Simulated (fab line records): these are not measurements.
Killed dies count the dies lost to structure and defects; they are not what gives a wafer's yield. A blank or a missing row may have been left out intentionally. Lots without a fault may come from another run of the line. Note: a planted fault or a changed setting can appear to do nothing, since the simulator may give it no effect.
What tool caused it? | flow sky130 | 39 wafers from 13 lots sampled at 5 of the route's 708 steps

== WHAT THE GAUGES READ, wafer by wafer ==
SKY_VT_ADJUST_LVTN_OVL_MEAS_18.
lot  | measured     | on         | VT_ADJUST_LVTN_01_OVL (nm)
L451 | day 7 17:36  | overlay-01 | -3.6 -3.8 -5.9
L452 | day 7 23:37  | overlay-01 | 1.0 0.0 -0.7
L453 | day 8 10:31  | overlay-01 | -3.4 -2.4 -3.3
L456 | day 9 02:08  | overlay-02 | -1.2 -2.0 -0.3
L457 | day 9 08:26  | overlay-02 | -1.8 -2.3 -2.1
L458 | day 9 17:00  | overlay-02 | -0.7 -2.0 -0.3
L459 | day 10 03:06 | overlay-01 | -1.7 -0.4 -2.4
L462 | day 10 19:50 | overlay-02 | 1.0 -0.4 1.1
L465 | day 11 20:18 | overlay-01 | -1.7 -1.3 -1.1
L466 | day 11 21:14 | overlay-01 | -1.3 -0.8 -0.5
L467 | day 12 03:59 | overlay-01 | -2.8 -2.6 -1.0
L468 | day 12 20:14 | overlay-01 | -2.1 -1.9 -4.0
L469 | day 12 20:32 | overlay-01 | 1.4 -0.2 0.7

SKY_VT_ADJUST_NCORE_CD_MEAS_07: target cd 380 nm.
lot  | measured     | on        | cd_nm (nm)
L451 | day 8 14:26  | cd_sem-01 | 383.6 384.1 386.2
L452 | day 8 20:29  | cd_sem-01 | 380.1 380.1 381.5
L453 | day 9 08:04  | cd_sem-01 | 378.4 380.4 378.9
L456 | day 9 23:43  | cd_sem-02 | 377.6 378.5 377.0
L457 | day 10 05:47 | cd_sem-02 | 378.1 379.6 378.4
L458 | day 10 14:32 | cd_sem-01 | 385.2 383.0 384.1
L459 | day 11 00:56 | cd_sem-01 | 377.7 377.2 378.9
L462 | day 11 19:19 | cd_sem-02 | 380.0 381.2 379.6
L465 | day 12 20:20 | cd_sem-02 | 377.9 377.2 380.4
L466 | day 12 20:50 | cd_sem-01 | 381.1 380.1 380.0
L467 | day 13 04:23 | cd_sem-01 | 378.5 379.8 382.3
L468 | day 13 21:08 | cd_sem-02 | 376.8 375.0 377.1
L469 | day 13 22:00 | cd_sem-02 | 381.5 381.4 380.9

SKY_SONOS_TUNNEL_CD_MEAS_07: target cd 410 nm.
lot  | measured     | on        | cd_nm (nm)
L451 | day 11 08:33 | cd_sem-02 | 410.8 410.7 410.9
L452 | day 11 15:09 | cd_sem-01 | 410.7 411.4 408.8
L453 | day 12 04:50 | cd_sem-01 | 409.9 411.1 412.0
L456 | day 12 21:41 | cd_sem-01 | 407.9 409.0 408.8
L457 | day 13 05:03 | cd_sem-01 | 406.4 407.8 408.4
L458 | day 13 15:45 | cd_sem-02 | 405.7 404.8 402.1
L459 | day 14 03:55 | cd_sem-02 | 410.8 409.8 410.8
L462 | day 14 22:49 | cd_sem-02 | 403.0 405.4 404.7
L465 | day 16 03:47 | cd_sem-02 | 405.3 407.1 405.7
L466 | day 16 05:39 | cd_sem-02 | 412.2 410.5 409.5
L467 | day 16 12:10 | cd_sem-01 | 394.1 395.9 394.7
L468 | day 17 06:21 | cd_sem-02 | 399.8 397.0 399.2
L469 | day 17 08:47 | cd_sem-02 | 406.2 406.6 407.9

SKY_SONOS_ONO_THK_MEAS_01.
lot  | measured     | on            | SONOS_ONO_OXIDATION_THK (nm)
L451 | day 11 10:35 | film_metro-01 | 2.57 2.57 2.60
L452 | day 11 17:19 | film_metro-02 | 2.58 2.59 2.61
L453 | day 12 08:20 | film_metro-01 | 2.64 2.56 2.60
L456 | day 13 00:34 | film_metro-01 | 2.69 2.65 2.69
L457 | day 13 07:03 | film_metro-04 | 2.55 2.50 2.58
L458 | day 13 17:46 | film_metro-01 | 2.63 2.59 2.58
L459 | day 14 06:58 | film_metro-04 | 2.64 2.54 2.61
L462 | day 15 01:23 | film_metro-01 | 2.61 2.60 2.57
L465 | day 16 07:52 | film_metro-01 | 2.42 2.53 2.50
L466 | day 16 07:52 | film_metro-04 | 2.61 2.58 2.55
L467 | day 16 15:11 | film_metro-04 | 2.57 2.64 2.56
L468 | day 17 09:02 | film_metro-02 | 2.50 2.62 2.53
L469 | day 17 12:58 | film_metro-02 | 2.60 2.58 2.59

== WHICH TOOL RAN EACH LOT (tool, then ch and the chambers of the sampled wafers, then the start) ==
lot  | SKY_SONOS_TUNNEL_EXPOSE_04
L451 | iline_stepper-02 ch 0, day 10 20:46
L452 | iline_stepper-02 ch 0, day 11 03:17
L453 | iline_stepper-01 ch 0, day 11 17:16
L456 | iline_stepper-01 ch 0, day 12 09:47
L457 | iline_stepper-01 ch 0, day 12 17:03
L458 | iline_stepper-02 ch 0, day 13 02:55
L459 | iline_stepper-01 ch 0, day 13 15:19
L462 | iline_stepper-02 ch 0, day 14 09:31
L465 | iline_stepper-01 ch 0, day 15 13:57
L466 | iline_stepper-02 ch 0, day 15 15:25
L467 | iline_stepper-01 ch 0, day 15 22:41
L468 | iline_stepper-01 ch 0, day 16 17:15
L469 | iline_stepper-02 ch 0, day 16 19:35
- SKY_SONOS_TUNNEL_EXPOSE_04: exposes mask TUNM, target cd 410 nm.

== AS READ BY THE TOOLS THEMSELVES (means over the sampled wafers that have a number; for cases with no such wafer, the mark the record gives instead) ==
SKY_SONOS_TUNNEL_EXPOSE_04.
lot  | tool             | exposure_dose_mJ_cm2 | focus_offset_nm (nm) | reticle_temp_C (C)
L451 | iline_stepper-02 | 135.98               | 0.3                  | 23.02
L452 | iline_stepper-02 | 135.90               | 0.4                  | 22.88
L453 | iline_stepper-01 | 135.82               | -0.4                 | 23.09
L456 | iline_stepper-01 | 135.95               | 0.0                  | 22.97
L457 | iline_stepper-01 | 135.92               | -0.2                 | 23.05
L458 | iline_stepper-02 | 135.86               | 0.0                  | 22.95
L459 | iline_stepper-01 | 135.92               | -0.0                 | 22.92
L462 | iline_stepper-02 | 135.88               | -0.5                 | 23.02
L465 | iline_stepper-01 | 135.93               | -0.2                 | 22.98
L466 | iline_stepper-02 | 135.73               | 0.0                  | 22.94
L467 | iline_stepper-01 | 129.87               | -0.7                 | 22.90
L468 | iline_stepper-01 | 131.12               | -0.4                 | 23.08
L469 | iline_stepper-02 | 135.83               | -0.4                 | 23.01

== THE ANSWER, worked out from the rows above alone ==
Rule: what is usual is taken from the lots themselves. The widest of any qualifying gaps counts: lots, ordered by their means at a reading, are off when they make up no more than a third of the lots, leave a main group of 4 or more, and stand apart from it by 3 or more times the standard deviation of that group's means. The tables above print the reading to a certain number of digits; a main group whose means all agree to those digits is not used. A lot without any number at a reading at which 4 lots or more have one is off too. All remaining lots with rows at the step are treated as sound. Order of review: gauges by route order, followed by the tools' own readings, for which a lot's mean as printed above is used. The first step at which some lot is off is used, and at that step the reading that is off furthest; a lot without a number counts as furthest.
Off, at SKY_SONOS_TUNNEL_EXPOSE_04 on exposure_dose_mJ_cm2: L467, L468. Main group: mean 135.88, sd 0.067.
A tool fits if, at that step or a process step before it, it ran every lot that is off, and no sound lot after the first of them. One fits: iline_stepper-01 at SKY_SONOS_TUNNEL_EXPOSE_04. Its last sound lot is L465 (day 15 13:57), its first lot that is off L467 (day 15 22:41): a fault that began between those two fits.
On the lots that are off, the tool's own readings at SKY_SONOS_TUNNEL_EXPOSE_04 differ by more than 5 times the standard deviation of the sound lots' means, which bears it out; exposure_dose_mJ_cm2 reads 130.50 there versus 135.88 on the sound lots.

== WHAT THE SIMULATOR HAD INSERTED ==
Process parameter drift: iline_stepper-01, from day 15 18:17 on, at SKY_SONOS_TUNNEL_EXPOSE_04. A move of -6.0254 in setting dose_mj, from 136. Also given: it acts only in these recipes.
Struck lots among those shown: L467, L468. This agrees with what the rule above found.
